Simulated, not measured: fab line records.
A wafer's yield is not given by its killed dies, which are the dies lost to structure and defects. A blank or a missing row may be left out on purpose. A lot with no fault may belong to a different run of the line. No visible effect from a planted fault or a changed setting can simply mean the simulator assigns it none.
Which tool is to blame? / flow sfqLine / 42 wafers sampled from 14 lots at 1 step of a route of 325

## WHAT THE GAUGES SHOWED, per wafer
Not one reading of a measure or inspect step in the record can be checked against a usual standard deviation.

## WHAT TOOL EACH LOT RAN ON (gives the tool, then ch and the chambers of the sampled wafers, and finally the start)
lot=L391; SFQ_TRILAYER_I3_VIA_BARC_OPEN_VIA_ETCH_121=rieDiel-04 ch 0,2, day 45 08:35
lot=L392; SFQ_TRILAYER_I3_VIA_BARC_OPEN_VIA_ETCH_121=rieDiel-01 ch 0,2,3, day 45 18:13
lot=L394; SFQ_TRILAYER_I3_VIA_BARC_OPEN_VIA_ETCH_121=rieDiel-01 ch 0,3, day 45 23:01
lot=L395; SFQ_TRILAYER_I3_VIA_BARC_OPEN_VIA_ETCH_121=rieDiel-04 ch 1,3, day 46 02:37
lot=L396; SFQ_TRILAYER_I3_VIA_BARC_OPEN_VIA_ETCH_121=rieDiel-01 ch 1,2, day 46 07:25
lot=L397; SFQ_TRILAYER_I3_VIA_BARC_OPEN_VIA_ETCH_121=rieDiel-04 ch 1,3, day 46 15:49
lot=L398; SFQ_TRILAYER_I3_VIA_BARC_OPEN_VIA_ETCH_121=rieDiel-04 ch 2,3, day 46 18:13
lot=L400; SFQ_TRILAYER_I3_VIA_BARC_OPEN_VIA_ETCH_121=rieDiel-01 ch 0,1, day 48 01:21
lot=L401; SFQ_TRILAYER_I3_VIA_BARC_OPEN_VIA_ETCH_121=rieDiel-04 ch 0,1,3, day 48 10:57
lot=L402; SFQ_TRILAYER_I3_VIA_BARC_OPEN_VIA_ETCH_121=rieDiel-01 ch 0,2, day 48 12:09
lot=L403; SFQ_TRILAYER_I3_VIA_BARC_OPEN_VIA_ETCH_121=rieDiel-04 ch 0,1,3, day 49 01:24
lot=L406; SFQ_TRILAYER_I3_VIA_BARC_OPEN_VIA_ETCH_121=rieDiel-01 ch 0,1, day 50 06:12
lot=L410; SFQ_TRILAYER_I3_VIA_BARC_OPEN_VIA_ETCH_121=rieDiel-01 ch 0,2,3, day 51 07:24
lot=L414; SFQ_TRILAYER_I3_VIA_BARC_OPEN_VIA_ETCH_121=rieDiel-03 ch 0,1, day 52 18:15
- SFQ_TRILAYER_I3_VIA_BARC_OPEN_VIA_ETCH_121: etches BARC in O2, target depth 125 nm, time 41.7 s.

## WHAT THE TOOLS THEMSELVES READ (means of the sampled wafers that have a number; where no wafer has one, the mark that the record gives instead)
SFQ_TRILAYER_I3_VIA_BARC_OPEN_VIA_ETCH_121. Usual: chamberPressureMTorr 30.001 mTorr, standard deviation 0.027; drypumpMotorCurrentA 5.9 A, standard deviation 0.51; oesProductAu 0.685 a.u., standard deviation 0.0047; rfFwdPowerW 494.7 W, standard deviation 1.8.
lot=L391; tool=rieDiel-04; chamberPressureMTorr (mTorr)=30.018; drypumpMotorCurrentA (A)=6.3; oesProductAu (a.u.)=0.682; rfFwdPowerW (W)=492.9; flag=
lot=L392; tool=rieDiel-01; chamberPressureMTorr (mTorr)=30.003; drypumpMotorCurrentA (A)=6.2; oesProductAu (a.u.)=0.687; rfFwdPowerW (W)=494.3; flag=
lot=L394; tool=rieDiel-01; chamberPressureMTorr (mTorr)=29.984; drypumpMotorCurrentA (A)=6.1; oesProductAu (a.u.)=0.688; rfFwdPowerW (W)=496.2; flag=
lot=L395; tool=rieDiel-04; chamberPressureMTorr (mTorr)=29.999; drypumpMotorCurrentA (A)=5.1; oesProductAu (a.u.)=0.688; rfFwdPowerW (W)=496.1; flag=
lot=L396; tool=rieDiel-01; chamberPressureMTorr (mTorr)=29.984; drypumpMotorCurrentA (A)=6.3; oesProductAu (a.u.)=0.687; rfFwdPowerW (W)=493.0; flag=
lot=L397; tool=rieDiel-04; chamberPressureMTorr (mTorr)=30.008; drypumpMotorCurrentA (A)=5.2; oesProductAu (a.u.)=0.683; rfFwdPowerW (W)=496.2; flag=
lot=L398; tool=rieDiel-04; chamberPressureMTorr (mTorr)=30.014; drypumpMotorCurrentA (A)=6.4; oesProductAu (a.u.)=0.687; rfFwdPowerW (W)=495.3; flag=
lot=L400; tool=rieDiel-01; chamberPressureMTorr (mTorr)=30.017; drypumpMotorCurrentA (A)=6.0; oesProductAu (a.u.)=0.679; rfFwdPowerW (W)=492.5; flag=
lot=L401; tool=rieDiel-04; chamberPressureMTorr (mTorr)=29.990; drypumpMotorCurrentA (A)=5.5; oesProductAu (a.u.)=0.679; rfFwdPowerW (W)=496.0; flag=
lot=L402; tool=rieDiel-01; chamberPressureMTorr (mTorr)=30.007; drypumpMotorCurrentA (A)=6.3; oesProductAu (a.u.)=0.683; rfFwdPowerW (W)=494.3; flag=
lot=L403; tool=rieDiel-04; chamberPressureMTorr (mTorr)=30.002; drypumpMotorCurrentA (A)=5.5; oesProductAu (a.u.)=0.690; rfFwdPowerW (W)=494.7; flag=
lot=L406; tool=rieDiel-01; chamberPressureMTorr (mTorr)=24.007; drypumpMotorCurrentA (A)=6.0; oesProductAu (a.u.)=0.688; rfFwdPowerW (W)=495.0; flag=OFF
lot=L410; tool=rieDiel-01; chamberPressureMTorr (mTorr)=24.014; drypumpMotorCurrentA (A)=6.2; oesProductAu (a.u.)=0.684; rfFwdPowerW (W)=494.5; flag=OFF
lot=L414; tool=rieDiel-03; chamberPressureMTorr (mTorr)=29.995; drypumpMotorCurrentA (A)=5.4; oesProductAu (a.u.)=0.686; rfFwdPowerW (W)=493.3; flag=

## THE ANSWER, worked out from the rows above alone
Rule: a lot is off if the mean of its wafers that have a number lies more than 3 standard deviations from the usual mean. A lot without any number at a reading at which 4 lots or more have one is off too. Any other lot the step has rows for is counted as sound. First the gauges in route order, then the tools' own readings, where a lot's mean is used as printed above. At the first step where some lot is off, the reading lying furthest off is the one used; lots without a number count as furthest.
Off, at SFQ_TRILAYER_I3_VIA_BARC_OPEN_VIA_ETCH_121 on chamberPressureMTorr: L406, L410.
A tool fits if, at that step or a process step before it, it ran every lot that is off, and no sound lot after the first of them. One fits: rieDiel-01 at SFQ_TRILAYER_I3_VIA_BARC_OPEN_VIA_ETCH_121. A fault onset in the window from L402 (day 48 12:09, its last sound lot) to L406 (day 50 06:12, its first lot off) fits.
The tool's own readings at SFQ_TRILAYER_I3_VIA_BARC_OPEN_VIA_ETCH_121 bear it out: on the lots that are off they differ by more than 5 times the standard deviation of the sound lots' means. chamberPressureMTorr reads 24.011 mTorr there against 30.002 mTorr on the sound lots.

## WHAT HAD BEEN PUT IN BY THE SIMULATOR
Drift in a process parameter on rieDiel-01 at SFQ_TRILAYER_I3_VIA_BARC_OPEN_VIA_ETCH_121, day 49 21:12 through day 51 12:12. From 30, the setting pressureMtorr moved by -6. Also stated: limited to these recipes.
Lots struck among those shown: L406, L410. The same result came from the rule above.
